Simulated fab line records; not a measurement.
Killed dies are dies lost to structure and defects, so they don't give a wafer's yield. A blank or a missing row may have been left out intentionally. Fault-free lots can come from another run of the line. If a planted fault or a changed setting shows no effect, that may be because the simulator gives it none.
Chamber matching / flow gf180mcu / GF_V3_ETCH_16 on rie-diel-02: 4 sister chambers
The step etches BARC in N2/H2. 4 wafers are shown with their chamber, then 7 later ones without.

WAFERS PAIRED WITH THEIR CHAMBERS
wafer=L087.1; chamber=3; h2-flow-sccm (sccm)=200.2
wafer=L087.6; chamber=1; h2-flow-sccm (sccm)=199.2
wafer=L090.3; chamber=0; h2-flow-sccm (sccm)=199.4
wafer=L090.5; chamber=2; h2-flow-sccm (sccm)=198.7

WAFERS MISSING THEIR CHAMBER
wafer=L090.6; h2-flow-sccm (sccm)=201.2
wafer=L094.1; h2-flow-sccm (sccm)=201.2
wafer=L094.2; h2-flow-sccm (sccm)=200.6
wafer=L094.3; h2-flow-sccm (sccm)=200.8
wafer=L096.1; h2-flow-sccm (sccm)=199.4
wafer=L096.2; h2-flow-sccm (sccm)=200.2
wafer=L096.3; h2-flow-sccm (sccm)=200.4

THE CHAMBER EACH PASSED THROUGH
wafer=L090.6; from the rows above=can't be placed: 3 or 0 or 1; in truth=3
wafer=L094.1; from the rows above=can't be placed: 3 or 0 or 1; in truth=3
wafer=L094.2; from the rows above=can't be placed: 3 or 0 or 1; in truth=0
wafer=L094.3; from the rows above=can't be placed: 3 or 0 or 1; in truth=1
wafer=L096.1; from the rows above=can't be placed: 0 or 1 or 2 or 3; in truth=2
wafer=L096.2; from the rows above=can't be placed: 3 or 0 or 1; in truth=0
wafer=L096.3; from the rows above=can't be placed: 3 or 0 or 1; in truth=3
Correct placement for 0 of the 7. Can't be placed from these rows: 7 (the true chamber is among the candidates in 7). Wrongly placed: 0.
How it was worked out, from the rows above alone: a wafer's distance from a chamber is the root of the sum, over the readings, of the square of ((its reading less the chamber's mean) divided by the reading's scatter). If the next closest chamber is less than 2 further off than the closest, the wafer can't be placed; otherwise it belongs to the closest. The mean given for a chamber averages the wafers shown for that chamber. The scatter: root of mean squared gap, hidden wafer to nearest shown wafer, with one shown wafer a chamber.
